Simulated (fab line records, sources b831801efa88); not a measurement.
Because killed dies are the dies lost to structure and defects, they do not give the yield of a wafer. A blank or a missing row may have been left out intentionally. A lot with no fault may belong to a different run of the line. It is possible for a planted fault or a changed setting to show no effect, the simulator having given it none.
fab line records + flow sky130
[record]
- lots = 12
- wafers = 36
- last-day = 50
route steps=708 shown NWELL@79 VT_ADJUST_LVTN@117 LDD_N@247 LDD_HVN@276 PAD_OPEN@708
lots untouched by any fault: they come from a run of this same line in which no faults occurred
start-h: hours from the record's opening day to when the first of the lot's shown wafers began + wait-h: hours since the lot's step before + " identical to the entry in the row above + L1.1+2: a single row standing in for several wafers + - no value, or no start given + * or withheld: withheld + < > ~ a bound
route shown NAME@n: a module of which the file shows steps, and the number in the route of the first + usual: mean and standard deviation over wafers with no fault + same: alike in all rows + chamber/n: place in a boat + sites: the reading at each site + _std_site: the values' standard deviation + _edge_site: outer sites' mean less inner sites' + radius-mm: how far each site lies from the wafer's centre + mask NAME#n: copy n + behind: the most recent tool/chamber to have shaped the wafer + hold: reason for holding the lot/hours on hold/outcome of the hold + device: the n, p or np transistor that did not switch + end of line: the same wafers' tests at the end of the route + where a step has no rows: the recipe by itself + killed: dies lost to structure and defects at the first sort, not the wafer's yield + map: dies across one wafer; x = killed, . = not, _ = none there
set.NAME: setting as actually run; set.NAME@STEP: the setting as run at that earlier step + model.NAME: the simulator's own value behind a step, which no gauge read
one table for each step of the route and one row for each wafer, over a sample of lots
services: a tool's chamber out of use, with start hour (start-h, from the record's first day; less than 0 if before it), hours out, and reason
[[steps]]
[step SKY_NWELL_TW_MEAS_26]
[usual]
- NWELL_2_TW = 497.1/2.6
| lot.wafer | tool          | chamber | start-h | wait-h | NWELL_2_TW |
|-----------|---------------|---------|---------|--------|------------|
| L258.1    | film-metro-01 | -       | 102.73  | 0.1    | 495.0      |
| L258.5    | "             | -       | "       | "      | 496.2      |
| L258.6    | "             | -       | "       | "      | 497.9      |
| L259.3    | film-metro-03 | -       | 110.76  | 0.1    | 493.1      |
| L259.5    | "             | -       | "       | "      | 492.1      |
| L259.6    | "             | -       | "       | "      | 495.9      |
| L267.1    | film-metro-02 | -       | 154.33  | 0.1    | 498.9      |
| L267.2    | "             | -       | "       | "      | 498.5      |
| L267.4    | "             | -       | "       | "      | 500.1      |
| L269.2    | film-metro-01 | -       | 167.30  | 0.1    | 493.7      |
| L269.4    | "             | -       | "       | "      | 495.8      |
| L269.5    | "             | -       | "       | "      | 494.6      |
| L271.1    | film-metro-03 | -       | 181.63  | 0.1    | 494.3      |
| L271.4    | "             | -       | "       | "      | 498.4      |
| L271.5    | "             | -       | "       | "      | 494.3      |
| L273.3    | film-metro-03 | -       | 201.81  | 0.1    | 493.9      |
| L273.4    | "             | -       | "       | "      | 493.5      |
| L273.6    | "             | -       | "       | "      | 495.4      |
| L276.1    | film-metro-02 | -       | 212.55  | 0.1    | 501.2      |
| L276.2    | "             | -       | "       | "      | 502.8      |
| L276.4    | "             | -       | "       | "      | 502.4      |
| L277.2    | film-metro-01 | -       | 224.87  | 0.1    | 493.8      |
| L277.4    | "             | -       | "       | "      | 496.3      |
| L277.6    | "             | -       | "       | "      | 496.6      |
| L278.4    | film-metro-03 | -       | 231.17  | 0.1    | 496.3      |
| L278.5    | "             | -       | "       | "      | 493.5      |
| L278.6    | "             | -       | "       | "      | 497.1      |
| L279.3    | film-metro-01 | -       | 231.35  | 0.1    | 497.8      |
| L279.5    | "             | -       | "       | "      | 497.5      |
| L279.6    | "             | -       | "       | "      | 500.4      |
| L280.3    | film-metro-01 | -       | 239.33  | 0.1    | 497.7      |
| L280.4    | "             | -       | "       | "      | 495.0      |
| L280.5    | "             | -       | "       | "      | 496.2      |
| L281.1    | film-metro-01 | -       | 244.03  | 0.1    | 495.4      |
| L281.2    | "             | -       | "       | "      | 497.8      |
| L281.6    | "             | -       | "       | "      | 498.9      |
[step SKY_VT_ADJUST_LVTN_STRIP_20]
[recipe]
- chemistry = O2/N2
- power-w = 1400
- pressure-mtorr = 1500
- platen-temp-c = withheld
- o2-flow-sccm = 3000
- n2-flow-sccm = 300
- overash-fraction = 0.5
[usual]
- drypump-motor-current-A = 5.6/0.64
- oes-product-au = 0.715/0.0045
- strip-time-to-endpoint-s = 14.18/0.041
| lot.wafer | tool            | chamber | start-h | wait-h | drypump-motor-current-A | oes-product-au | rf-hours-counter-h | strip-time-to-endpoint-s |
|-----------|-----------------|---------|---------|--------|-------------------------|----------------|--------------------|--------------------------|
| L258.1    | plasma-asher-03 | 1       | 158.45  | 0.1    | 4.9                     | 0.712          | 49                 | 14.23                    |
| L258.5    | "               | 0       | "       | "      | 6.2                     | 0.720          | -                  | 14.20                    |
| L258.6    | "               | 1       | "       | "      | 4.9                     | 0.717          | -                  | 14.17                    |
| L259.3    | plasma-asher-01 | 0       | 167.82  | 0.1    | 5.2                     | 0.724          | -                  | 14.14                    |
| L259.5    | "               | 1       | "       | "      | 5.8                     | 0.714          | -                  | 14.21                    |
| L259.6    | "               | 0       | "       | "      | 5.2                     | 0.705          | -                  | 14.16                    |
| L267.1    | plasma-asher-02 | 0       | 216.35  | 0.1    | 6.4                     | 0.712          | 50                 | 14.25                    |
| L267.2    | "               | 1       | "       | "      | 4.8                     | 0.717          | 50                 | 14.21                    |
| L267.4    | "               | 1       | "       | "      | 4.9                     | 0.712          | -                  | 14.21                    |
| L269.2    | plasma-asher-03 | 1       | 231.61  | 0.1    | 4.9                     | 0.716          | 56                 | 14.17                    |
| L269.4    | "               | 1       | "       | "      | 4.9                     | 0.709          | -                  | 14.17                    |
| L269.5    | "               | 0       | "       | "      | 6.3                     | 0.714          | -                  | 14.16                    |
| L271.1    | plasma-asher-01 | 0       | 248.14  | 0.1    | 5.2                     | 0.715          | 44                 | 14.23                    |
| L271.4    | "               | 0       | "       | "      | 5.2                     | 0.703          | -                  | 14.23                    |
| L271.5    | "               | 0       | "       | "      | 5.2                     | 0.714          | -                  | 14.24                    |
| L273.3    | plasma-asher-02 | 1       | 269.80  | 0.1    | 4.9                     | 0.712          | -                  | 14.19                    |
| L273.4    | "               | 0       | "       | "      | 6.4                     | 0.719          | -                  | 14.14                    |
| L273.6    | "               | 0       | "       | "      | 6.4                     | 0.706          | -                  | 14.14                    |
| L276.1    | plasma-asher-03 | 1       | 281.16  | 0.1    | 4.9                     | 0.711          | 61                 | 14.24                    |
| L276.2    | "               | 0       | "       | "      | 6.2                     | 0.711          | 61                 | 14.20                    |
| L276.4    | "               | 0       | "       | "      | 6.2                     | 0.716          | -                  | 14.24                    |
| L277.2    | plasma-asher-02 | 1       | 296.21  | 0.1    | 4.9                     | 0.716          | 59                 | 14.10                    |
| L277.4    | "               | 0       | "       | "      | 6.4                     | 0.712          | -                  | 14.11                    |
| L277.6    | "               | 0       | "       | "      | 6.4                     | 0.717          | -                  | 14.16                    |
| L278.4    | plasma-asher-02 | 1       | 302.73  | 0.1    | 4.8                     | 0.729          | -                  | 14.13                    |
| L278.5    | "               | 0       | "       | "      | 6.4                     | 0.719          | -                  | 14.16                    |
| L278.6    | "               | 1       | "       | "      | 4.9                     | 0.705          | -                  | 14.18                    |
| L279.3    | plasma-asher-03 | 0       | 303.77  | 0.1    | 6.3                     | 0.719          | -                  | 14.16                    |
| L279.5    | "               | 0       | "       | "      | 6.3                     | 0.713          | -                  | 14.17                    |
| L279.6    | "               | 1       | "       | "      | 4.9                     | 0.713          | -                  | 14.18                    |
| L280.3    | plasma-asher-02 | 0       | 313.28  | 0.1    | 6.4                     | 0.709          | -                  | 14.18                    |
| L280.4    | "               | 1       | "       | "      | 4.8                     | 0.714          | -                  | 14.14                    |
| L280.5    | "               | 0       | "       | "      | 6.4                     | 0.710          | -                  | 14.19                    |
| L281.1    | plasma-asher-02 | 0       | 317.94  | 0.1    | 6.4                     | 0.715          | 61                 | 14.17                    |
| L281.2    | "               | 1       | "       | "      | 4.8                     | 0.719          | 61                 | 14.07                    |
| L281.6    | "               | 1       | "       | "      | 4.9                     | 0.713          | -                  | 14.12                    |
[step SKY_LDD_N_IMPLANT_10]
[recipe]
- species = As
- energy-kev = 20
- dose-cm2 = 7.5e+13
- tilt-deg = withheld
- rotation-deg = 203
[usual]
- beam-energy-keV = 20.000/0.0061
- rotation-deg = 203.00/0.047
| lot.wafer | tool         | chamber | start-h | wait-h | beam-energy-keV | rotation-deg |
|-----------|--------------|---------|---------|--------|-----------------|--------------|
| L258.1    | implanter-02 | 0       | 399.94  | 0.1    | 20.000          | 203.08       |
| L258.5    | "            | 0       | "       | "      | 20.006          | 203.03       |
| L258.6    | "            | 0       | "       | "      | 20.002          | 202.95       |
| L259.3    | implanter-03 | 0       | 409.80  | 0.1    | 20.005          | 202.98       |
| L259.5    | "            | 0       | "       | "      | 20.007          | 202.94       |
| L259.6    | "            | 0       | "       | "      | 20.007          | 202.96       |
| L267.1    | implanter-01 | 0       | 477.52  | 0.1    | 17.015          | 203.02       |
| L267.2    | "            | 0       | "       | "      | 17.009          | 202.99       |
| L267.4    | "            | 0       | "       | "      | 17.013          | 203.00       |
| L269.2    | implanter-01 | 0       | 495.77  | 0.1    | 17.018          | 202.98       |
| L269.4    | "            | 0       | "       | "      | 17.021          | 203.03       |
| L269.5    | "            | 0       | "       | "      | 17.023          | 203.00       |
| L271.1    | implanter-03 | 0       | 516.82  | 0.1    | 19.986          | 202.98       |
| L271.4    | "            | 0       | "       | "      | 19.993          | 203.03       |
| L271.5    | "            | 0       | "       | "      | 19.991          | 202.99       |
| L273.3    | implanter-02 | 0       | 543.42  | 0.1    | 20.000          | 203.06       |
| L273.4    | "            | 0       | "       | "      | 19.997          | 203.03       |
| L273.6    | "            | 0       | "       | "      | 20.002          | 203.05       |
| L276.1    | implanter-03 | 0       | 555.74  | 0.1    | 19.995          | 203.01       |
| L276.2    | "            | 0       | "       | "      | 19.995          | 203.00       |
| L276.4    | "            | 0       | "       | "      | 19.996          | 203.01       |
| L277.2    | implanter-03 | 0       | 574.12  | 0.1    | 20.000          | 202.96       |
| L277.4    | "            | 0       | "       | "      | 19.990          | 202.98       |
| L277.6    | "            | 0       | "       | "      | 20.004          | 203.01       |
| L278.4    | implanter-01 | 0       | 581.15  | 0.1    | 19.991          | 202.91       |
| L278.5    | "            | 0       | "       | "      | 20.000          | 203.01       |
| L278.6    | "            | 0       | "       | "      | 19.989          | 203.03       |
| L279.3    | implanter-03 | 0       | 581.90  | 0.1    | 20.001          | 203.01       |
| L279.5    | "            | 0       | "       | "      | 20.004          | 203.06       |
| L279.6    | "            | 0       | "       | "      | 20.000          | 202.98       |
| L280.3    | implanter-02 | 0       | 591.04  | 0.1    | 20.004          | 202.90       |
| L280.4    | "            | 0       | "       | "      | 19.989          | 203.00       |
| L280.5    | "            | 0       | "       | "      | 19.987          | 202.95       |
| L281.1    | implanter-02 | 0       | 595.69  | 0.1    | 19.988          | 202.96       |
| L281.2    | "            | 0       | "       | "      | 20.003          | 203.07       |
| L281.6    | "            | 0       | "       | "      | 20.005          | 202.89       |
[step SKY_LDD_HVN_STRIP_09]
[recipe]
- chemistry = O2/N2
- power-w = 1400
- pressure-mtorr = 1500
- platen-temp-c = withheld
- o2-flow-sccm = 3000
- n2-flow-sccm = 300
- overash-fraction = 0.5
[usual]
- drypump-motor-current-A = 5.6/0.62
- oes-product-au = 0.409/0.004
- strip-time-to-endpoint-s = 4.142/0.018
| lot.wafer | tool            | chamber | start-h | wait-h | drypump-motor-current-A | oes-product-au | rf-hours-counter-h | strip-time-to-endpoint-s |
|-----------|-----------------|---------|---------|--------|-------------------------|----------------|--------------------|--------------------------|
| L258.1    | plasma-asher-04 | 1       | 461.07  | 0.1    | 5.8                     | 0.413          | 34                 | 4.137                    |
| L258.5    | "               | 0       | "       | "      | 5.6                     | 0.413          | -                  | 4.150                    |
| L258.6    | "               | 1       | "       | "      | 5.8                     | 0.411          | -                  | 4.157                    |
| L259.3    | plasma-asher-02 | 1       | 472.56  | 0.1    | 4.9                     | 0.409          | -                  | 4.145                    |
| L259.5    | "               | 1       | "       | "      | 4.9                     | 0.413          | -                  | 4.140                    |
| L259.6    | "               | 0       | "       | "      | 6.4                     | 0.406          | -                  | 4.149                    |
| L267.1    | plasma-asher-02 | 1       | 539.71  | 0.1    | 4.9                     | 0.404          | 85                 | 4.107                    |
| L267.2    | "               | 0       | "       | "      | 6.4                     | 0.408          | 85                 | 4.118                    |
| L267.4    | "               | 0       | "       | "      | 6.4                     | 0.404          | -                  | 4.107                    |
| L269.2    | plasma-asher-02 | 0       | 556.82  | 0.1    | 6.4                     | 0.415          | 87                 | 4.145                    |
| L269.4    | "               | 1       | "       | "      | 4.9                     | 0.404          | -                  | 4.142                    |
| L269.5    | "               | 0       | "       | "      | 6.4                     | 0.409          | -                  | 4.152                    |
| L271.1    | plasma-asher-04 | 0       | 578.47  | 0.1    | 5.5                     | 0.406          | 43                 | 4.142                    |
| L271.4    | "               | 0       | "       | "      | 5.6                     | 0.409          | -                  | 4.139                    |
| L271.5    | "               | 0       | "       | "      | 5.6                     | 0.412          | -                  | 4.139                    |
| L273.3    | plasma-asher-02 | 0       | 604.00  | 0.1    | 6.4                     | 0.413          | -                  | 4.177                    |
| L273.4    | "               | 1       | "       | "      | 4.9                     | 0.415          | -                  | 4.172                    |
| L273.6    | "               | 0       | "       | "      | 6.4                     | 0.415          | -                  | 4.183                    |
| L276.1    | plasma-asher-02 | 0       | 615.62  | 0.1    | 6.4                     | 0.412          | 93                 | 4.152                    |
| L276.2    | "               | 1       | "       | "      | 4.9                     | 0.408          | 93                 | 4.183                    |
| L276.4    | "               | 1       | "       | "      | 4.9                     | 0.409          | -                  | 4.158                    |
| L277.2    | plasma-asher-04 | 0       | 633.11  | 0.1    | 5.6                     | 0.410          | 49                 | 4.155                    |
| L277.4    | "               | 0       | "       | "      | 5.6                     | 0.400          | -                  | 4.130                    |
| L277.6    | "               | 0       | "       | "      | 5.6                     | 0.413          | -                  | 4.123                    |
| L278.4    | plasma-asher-02 | 0       | 641.06  | 0.1    | 6.4                     | 0.417          | -                  | 4.145                    |
| L278.5    | "               | 1       | "       | "      | 4.9                     | 0.413          | -                  | 4.155                    |
| L278.6    | "               | 0       | "       | "      | 6.4                     | 0.407          | -                  | 4.172                    |
| L279.3    | plasma-asher-04 | 1       | 641.21  | 0.1    | 5.8                     | 0.407          | -                  | 4.124                    |
| L279.5    | "               | 1       | "       | "      | 5.8                     | 0.407          | -                  | 4.158                    |
| L279.6    | "               | 0       | "       | "      | 5.6                     | 0.411          | -                  | 4.147                    |
| L280.3    | plasma-asher-02 | 1       | 648.83  | 0.1    | 4.9                     | 0.404          | -                  | 4.130                    |
| L280.4    | "               | 0       | "       | "      | 6.4                     | 0.417          | -                  | 4.147                    |
| L280.5    | "               | 0       | "       | "      | 6.4                     | 0.408          | -                  | 4.141                    |
| L281.1    | plasma-asher-04 | 0       | 653.75  | 0.1    | 5.6                     | 0.407          | 51                 | 4.157                    |
| L281.2    | "               | 1       | "       | "      | 5.8                     | 0.413          | 51                 | 4.149                    |
| L281.6    | "               | 1       | "       | "      | 5.8                     | 0.406          | -                  | 4.161                    |
[step SKY_PAD_OPEN_PROBE_99]
[usual]
- killed_at_M0_to_M3 = 43/6.8
- killed_at_M4_up = 3.2/1.8
- killed-at-contacts = 24/5.2
- killed-at-front-end = 15/4.2
- killed-at-other = 0.4/0.62
- killed-dies = 85/8.7
- killed-open = 46/6.7
- killed-short = 39/5.9
[same]
- gross-dies = 492
- killed-at-back-side = 0
| lot.wafer | tool      | chamber | start-h | wait-h | killed_at_M0_to_M3 | killed_at_M4_up | killed-at-contacts | killed-at-front-end | killed-at-other | killed-dies | killed-open | killed-short |
|-----------|-----------|---------|---------|--------|--------------------|-----------------|--------------------|---------------------|-----------------|-------------|-------------|--------------|
| L277.2    | prober-01 | -       | 1181.49 | 0.1    | 49                 | 1               | 26                 | 19                  | 0               | 95          | 52          | 43           |
| L277.4    | prober-01 | -       | 1181.59 | 0.2    | 49                 | 4               | 29                 | 10                  | 0               | 92          | 51          | 41           |
| L277.6    | prober-01 | -       | 1181.69 | 0.2    | 38                 | 6               | 21                 | 13                  | 1               | 79          | 39          | 39           |
// killed by level:class
L277.2 VIA1:geometric-particle:open=14 CONTACT:geometric-particle:open=10 VIA3:geometric-particle:open=9 VIA1:geometric-particle:short=7 FIELD_ISO:geometric-particle:short=5 LOCAL_INTERCONNECT:geometric-particle:short=5 METAL1:geometric-particle:short=5 POLY_GATE:geometric-particle:short=4
L277.4 VIA1:geometric-particle:open=11 CONTACT:geometric-particle:open=10 VIA2:geometric-particle:open=8 LI_CONTACT:geometric-particle:open=7 METAL1:geometric-particle:short=7 CONTACT:geometric-particle:short=6 METAL2:geometric-particle:short=5 VIA3:geometric-particle:open=5
L277.6 METAL1:geometric-particle:short=11 VIA1:geometric-particle:open=8 CONTACT:geometric-particle:short=8 LI_CONTACT:geometric-particle:open=7 VIA3:geometric-particle:open=7 CONTACT:geometric-particle:open=5 FIELD_ISO:geometric-particle:short=4 POLY_GATE:geometric-particle:open=4
[[services]]
| tool            | chamber | start-h | hours | kind   |
|-----------------|---------|---------|-------|--------|
| plasma-asher-04 | -       | 141.71  | 4.5   | repair |
| plasma-asher-02 | -       | 155.94  | 14.6  | pm     |
| plasma-asher-03 | -       | 170.99  | 1.3   | repair |
| implanter-03    | -       | 189.38  | 0.7   | repair |
| plasma-asher-04 | -       | 195.30  | 4.3   | repair |
| implanter-02    | -       | 212.21  | 4.0   | pm     |
| implanter-02    | -       | 227.04  | 106.0 | repair |
| implanter-03    | -       | 294.63  | 1.0   | repair |
| plasma-asher-04 | -       | 309.93  | 2.8   | pm     |
| implanter-02    | -       | 326.89  | 1.3   | repair |
| implanter-03    | -       | 331.24  | 1.9   | repair |
| implanter-02    | -       | 333.04  | 5.5   | pm     |
| plasma-asher-02 | -       | 337.13  | 1.2   | repair |
| implanter-03    | -       | 354.70  | 3.4   | pm     |
| implanter-02    | -       | 358.34  | 21.0  | pm     |
| implanter-02    | -       | 409.17  | 4.1   | repair |
| plasma-asher-03 | -       | 421.28  | 9.0   | pm     |
| implanter-03    | -       | 437.06  | 1.8   | pm     |
| implanter-03    | -       | 449.85  | 2.4   | repair |
| plasma-asher-04 | -       | 509.19  | 14.6  | pm     |
| plasma-asher-04 | -       | 555.10  | 6.4   | repair |
| plasma-asher-04 | -       | 555.39  | 1.1   | repair |
| implanter-03    | -       | 589.34  | 141.5 | pm     |
| plasma-asher-04 | -       | 643.86  | 1.8   | repair |
[[key]]
[first-sign]
- step = SKY_LDD_N_IMPLANT_10
- reading = beam-energy-keV
- direction = down
- sigmas = 99+
- usual = *
- struck = *
effect none on later readings
met-at SKY_LDD_N_IMPLANT_10
struck-lots L267,L269
tester-left-out L267,L269
not-acting-at SKY_NWELL_TW_MEAS_26,SKY_VT_ADJUST_LVTN_STRIP_20,SKY_LDD_HVN_STRIP_09
[fault]
- kind = process-parameter-drift
- tool = implanter-01
- chamber = -
- onset-h = 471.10
- steps = SKY_LDD_N_IMPLANT_10
- channel = energy-kev
- offset = *
- shape = step
- end-h = 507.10
- acts-in = *
- stated = *
// tester-left-out: of these lots the tester's yield and bins aren't shown, on N5 and GAA mostly nor the transistor test; their killed dies are dies lost to structure and defects alone, not to doping, threshold or leakage, so they don't give the yield
